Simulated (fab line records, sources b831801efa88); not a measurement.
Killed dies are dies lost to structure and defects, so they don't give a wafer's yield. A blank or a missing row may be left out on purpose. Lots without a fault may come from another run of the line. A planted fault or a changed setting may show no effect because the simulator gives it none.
Split-lot experiment | flow gf180mcu | 5 lots, 23 wafers read, on a route of 602 steps

THE SPLIT
At GF_HV_LDD_EXPOSE_04 (exposes mask Nplus LV AREA, target cd 400 nm), the setting dose_mj was moved away from the recipe's 140 on 5 of the 23 wafers read, by -3.4% to +7.3%. The other wafers ran this setting at the recipe's value.

FROM THE SPLIT TO THE READING: what the file shows between them, 2 steps
- GF_HV_LDD_PEB_05
- GF_HV_LDD_DEVELOP_06: develop time 60 s

THE READING
cd_nm, in nm, at GF_HV_LDD_CD_MEAS_07 (target cd 400 nm). Fault-free wafers of this fab line usually give 399.5 nm, standard deviation 2 nm.

wafer  | tool, chamber at the split | dose_mj as run | against the recipe | cd_nm, nm | against lot-mates on the recipe
L075.1 | iline_stepper-01, 0        | 150.2          | +7.3%              | 420.1     | +19.9
L075.2 | iline_stepper-01, 0        | 150.2          | +7.3%              | 420.7     | +20.5
L075.4 | iline_stepper-01, 0        | 140            | recipe             | 400.0     | -
L075.5 | iline_stepper-01, 0        | 150.2          | +7.3%              | 420.7     | +20.5
L075.6 | iline_stepper-01, 0        | 140            | recipe             | 400.4     | -
L082.1 | iline_stepper-01, 0        | 140            | recipe             | 398.2     | -
L082.2 | iline_stepper-01, 0        | 140            | recipe             | 398.3     | -
L082.3 | iline_stepper-01, 0        | 140            | recipe             | 397.8     | -
L082.4 | iline_stepper-01, 0        | 140            | recipe             | 398.4     | -
L082.5 | iline_stepper-01, 0        | 140            | recipe             | 399.7     | -
L083.2 | iline_stepper-02, 0        | 140            | recipe             | 395.4     | -
L083.3 | iline_stepper-02, 0        | 140            | recipe             | 395.0     | -
L083.4 | iline_stepper-02, 0        | 140            | recipe             | 398.5     | -
L084.1 | iline_stepper-02, 0        | 135.3          | -3.4%              | 391.0     | -9.6
L084.2 | iline_stepper-02, 0        | 140            | recipe             | 400.1     | -
L084.3 | iline_stepper-02, 0        | 140            | recipe             | 401.5     | -
L084.4 | iline_stepper-02, 0        | 135.3          | -3.4%              | 388.0     | -12.6
L084.5 | iline_stepper-02, 0        | 140            | recipe             | 400.1     | -
L085.1 | iline_stepper-01, 0        | 140            | recipe             | 398.5     | -
L085.2 | iline_stepper-01, 0        | 140            | recipe             | 395.2     | -
L085.3 | iline_stepper-01, 0        | 140            | recipe             | 397.9     | -
L085.4 | iline_stepper-01, 0        | 140            | recipe             | 396.8     | -
L085.6 | iline_stepper-01, 0        | 140            | recipe             | 396.8     | -

THE FIT
A straight line over all 23 wafers: cd_nm changes by +2.98 nm for each +1% of dose_mj; r = +0.98; the points scatter about the line by 1.8 nm.
The same after taking each lot's own level away (the mean of its wafers on the recipe; 23 wafers): +2.87 nm for each +1%; r = +0.99; scatter 1.1 nm.
On that fit, the largest move of dose_mj shifts the reading by 21 nm.
The lots' own levels span 396.30 to 400.57 nm, that is 2.1 times the standard deviation above.
So the lot-to-lot level changes the slope little: the two slopes agree.
Check: with one of the wafers moved furthest among these (+7.3%) left out of the fit, the line predicts +21 nm for it against its lot-mates. It came out at +19.9 nm against them.

OTHER SPLITS ON THESE WAFERS
These wafers also went through other splits before the reading. Each is held against what the fit with the lots' levels taken away leaves over:
other split on the same wafers      | wafers away from the commonest value | r with cd_nm (lot level and that fit taken away)
GF_DNWELL_STRIP_08 platen_temp_c    | 7                                    | +0.13
GF_NWELL_IMPLANT_08 dose_cm2        | 9                                    | -0.27
GF_LVPWELL_SOFTBAKE_03 temp_c       | 10                                   | +0.05
GF_LVPWELL_STRIP_10 pressure_mtorr  | 15                                   | +0.01
GF_MVPSD_IMPLANT_09 dose_cm2        | 9                                    | -0.05
GF_VT_IMPLANT_COAT_02 resist_thk_nm | 10                                   | -0.20
GF_VT_IMPLANT_SOFTBAKE_14 temp_c    | 11                                   | -0.15
GF_VT_IMPLANT_IMPLANT_19 energy_kev | 6                                    | -0.08
GF_VT_IMPLANT_IMPLANT_41 energy_kev | 11                                   | +0.10
GF_POLY_GATE_COAT_05 resist_thk_nm  | 11                                   | +0.03
GF_POLY_GATE_OXIDATION_16 ox_time_s | 18                                   | +0.15

THE FILE'S OWN FIT
cd_nm changes by +2.88 nm for each +1% of dose_mj, r = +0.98.
